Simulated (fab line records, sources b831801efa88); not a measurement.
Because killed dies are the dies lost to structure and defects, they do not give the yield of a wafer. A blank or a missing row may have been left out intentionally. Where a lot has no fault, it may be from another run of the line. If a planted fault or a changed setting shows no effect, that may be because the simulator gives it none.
2 desks, one fault / flow sky130 / only its own numbers are on each desk; what lay behind them is given at the end

## TOOL OWNER'S DESK, furnace-01
The tool's own readings at SKY_GATE_OXIDE_OXIDATION_01 (stabilise 600 s, purge 300 s, target thk 10.268 nm): means of the sampled wafers that have a number, for each lot that ran on this tool. The brackets show how far a lot's mean lies from the usual mean; more than 4 standard deviations puts the lot out of limits, marked OUT.
Columns: A = spike_tc_bottom_C at SKY_GATE_OXIDE_OXIDATION_01, usual 920.7 C; B = spike_tc_centre_C at SKY_GATE_OXIDE_OXIDATION_01, usual 901.3 C; C = spike_tc_lower_C at SKY_GATE_OXIDE_OXIDATION_01, usual 902.3 C; D = spike_tc_top_C at SKY_GATE_OXIDE_OXIDATION_01, usual 912.7 C; E = spike_tc_upper_C at SKY_GATE_OXIDE_OXIDATION_01, usual 900.3 C; F = tube_center_temp_C at SKY_GATE_OXIDE_OXIDATION_01, usual 900 C; G = tube_center_temp_C_max at SKY_GATE_OXIDE_OXIDATION_01, usual 902.3
lot=L143; first seen here=day 12 09:45; A=922.1; B=901.4; C=901.1; D=911.6; E=900.4; F=900; G=902.3
lot=L146; first seen here=day 13 23:59; A=922.9; B=901.8; C=902.6; D=912.4; E=899.5; F=900; G=902.4
lot=L148; first seen here=day 14 16:17; A=947.2 (+11) OUT; B=925.8 (+22) OUT; C=928.1 (+26) OUT; D=937.0 (+14) OUT; E=925.2 (+25) OUT; F=925 (+99 or more) OUT; G=927.7 (+69) OUT
lot=L149; first seen here=day 14 17:41; A=947.4 (+11) OUT; B=926.7 (+23) OUT; C=927.5 (+25) OUT; D=937.8 (+14) OUT; E=924.9 (+25) OUT; F=926 (+99 or more) OUT; G=928.0 (+70) OUT
lot=L150; first seen here=day 15 00:01; A=947.6 (+11) OUT; B=926.5 (+23) OUT; C=927.2 (+25) OUT; D=936.9 (+13) OUT; E=925.7 (+26) OUT; F=926 (+99 or more) OUT; G=927.9 (+69) OUT
lot=L159; first seen here=day 18 20:26; A=922.8; B=900.4; C=902.0; D=911.0; E=900.1; F=900; G=902.5
lot=L158; first seen here=day 18 21:50; A=921.8; B=901.0; C=902.0; D=911.8; E=900.2; F=900; G=902.3
lot=L162; first seen here=day 19 10:20; A=921.7; B=900.4; C=902.4; D=911.7; E=899.6; F=900; G=901.9
lot=L164; first seen here=day 20 08:47; A=923.0; B=901.4; C=902.2; D=911.9; E=900.5; F=900; G=902.3
This desk's finding: out of limits on L148, L149, L150; first on L148, day 14 16:17 (spike_tc_bottom_C at SKY_GATE_OXIDE_OXIDATION_01). L143, L146, L159, L158, L162, L164 stayed within limits.

## FROM THE METROLOGY DESK
Lot by lot, what the gauges showed, no matter which tool ran the lot: averages of those sampled wafers that carry a number. The brackets show how far a lot's mean lies from the usual mean; more than 4 standard deviations puts the lot out of limits, marked OUT.
Columns: A = VT_ADJUST_HVTP_OVL at SKY_VT_ADJUST_HVTP_OVL_MEAS_08, usual -0.2 nm; B = VT_ADJUST_HVTR_OVL at SKY_VT_ADJUST_HVTR_OVL_MEAS_08, usual 0.1 nm; C = GATE_OXIDE_OXIDATION_00_THK at SKY_GATE_OXIDE_THK_MEAS_02, usual 10.25 nm
lot=L143; first seen here=day 5 22:04; A=1.9; B=1.6; C=10.40
lot=L147; first seen here=day 7 02:58; A=-0.9; B=-0.5; C=9.98
lot=L146; first seen here=day 7 03:16; A=-1.8; B=1.2; C=10.47
lot=L148; first seen here=day 7 08:04; A=1.0; B=0.5; C=13.43 (+19) OUT
lot=L149; first seen here=day 7 14:10; A=-2.2; B=3.4; C=13.29 (+18) OUT
lot=L150; first seen here=day 7 19:40; A=1.2; B=0.2; C=13.31 (+18) OUT
lot=L159; first seen here=day 10 20:25; A=-0.1; B=-2.2; C=10.46
lot=L158; first seen here=day 10 20:46; A=1.4; B=0.1; C=10.36
lot=L162; first seen here=day 11 03:19; A=0.9; B=-1.5; C=10.28
lot=L164; first seen here=day 11 21:13; A=0.7; B=-2.9; C=10.36
lot=L166; first seen here=day 12 10:28; A=0.7; B=-1.3; C=10.28
Finding of this desk: L148, L149, L150 out of limits, first seen on L148 at day 14 17:42 (GATE_OXIDE_OXIDATION_00_THK at SKY_GATE_OXIDE_THK_MEAS_02). L143, L147, L146, L159, L158, L162, L164, L166 stayed within limits.

## BROUGHT TOGETHER
The tool owner's desk had the chance to raise an alarm at day 14 16:17 on L148, L149, L150.
An alarm was possible from the metrology desk at day 14 17:42, on L148, L149, L150.
SKY_GATE_OXIDE_OXIDATION_01 was run on furnace-01 by each of the lots named.

## WHAT WAS PUT IN BY THE SIMULATOR
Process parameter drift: furnace-01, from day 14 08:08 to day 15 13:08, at SKY_GATE_OXIDE_OXIDATION_01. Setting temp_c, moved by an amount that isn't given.
Lots struck among those shown: L148, L149, L150.
Delay (hours) between the fault's onset and each desk's first out-of-limits reading: 8 at the tool owner's desk, 10 at the metrology desk.
